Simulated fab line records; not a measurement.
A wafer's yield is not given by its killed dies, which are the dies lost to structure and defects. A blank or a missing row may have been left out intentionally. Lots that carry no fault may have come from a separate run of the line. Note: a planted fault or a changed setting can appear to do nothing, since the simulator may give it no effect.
The tool behind it: which one? / flow sky130 / 6 lots, 18 wafers sampled, at 2 steps of a route of 708

## WHAT THE GAUGES SHOWED, per wafer
SKY_LDD_HVP_TW_MEAS_10.
lot=L717; measured=day 22 21:02; on=film-metro-01; LDD_HVP_TW=459 460 457
lot=L719; measured=day 23 19:12; on=film-metro-03; LDD_HVP_TW=452 454 456
lot=L722; measured=day 24 17:27; on=film-metro-03; LDD_HVP_TW=468 469 465
lot=L731; measured=day 27 10:08; on=film-metro-01; LDD_HVP_TW=461 460 458
lot=L734; measured=day 28 10:35; on=film-metro-02; LDD_HVP_TW=463 461 459
lot=L736; measured=day 28 21:21; on=film-metro-01; LDD_HVP_TW=458 458 460

## TOOL THAT RAN EACH LOT (tool first, then ch and the chambers of the sampled wafers, then the start)
lot=L717; SKY_LDD_HVP_IMPLANT_08=implanter-02 ch 0, day 22 20:47
lot=L719; SKY_LDD_HVP_IMPLANT_08=implanter-04 ch 0, day 23 18:58
lot=L722; SKY_LDD_HVP_IMPLANT_08=implanter-04 ch 0, day 24 17:13
lot=L731; SKY_LDD_HVP_IMPLANT_08=implanter-04 ch 0, day 27 09:53
lot=L734; SKY_LDD_HVP_IMPLANT_08=implanter-03 ch 0, day 28 10:20
lot=L736; SKY_LDD_HVP_IMPLANT_08=implanter-04 ch 0, day 28 21:07
- SKY_LDD_HVP_IMPLANT_08

## THE ANSWER, worked out from the rows above alone
Rule: what is usual is taken from the lots themselves. The widest of any qualifying gaps counts: lots, ordered by their means at a reading, are off when they make up no more than a third of the lots, leave a main group of 4 or more, and stand apart from it by 3 or more times the standard deviation of that group's means. If all means in a main group match to the digits the tables above print for the reading, that group is not used. A lot without any number at a reading at which 4 lots or more have one is off too. Any other lot the step has rows for is counted as sound.
No lot is off at any reading shown: from this, nothing can be told.

## WHAT THE SIMULATOR HAD INSERTED
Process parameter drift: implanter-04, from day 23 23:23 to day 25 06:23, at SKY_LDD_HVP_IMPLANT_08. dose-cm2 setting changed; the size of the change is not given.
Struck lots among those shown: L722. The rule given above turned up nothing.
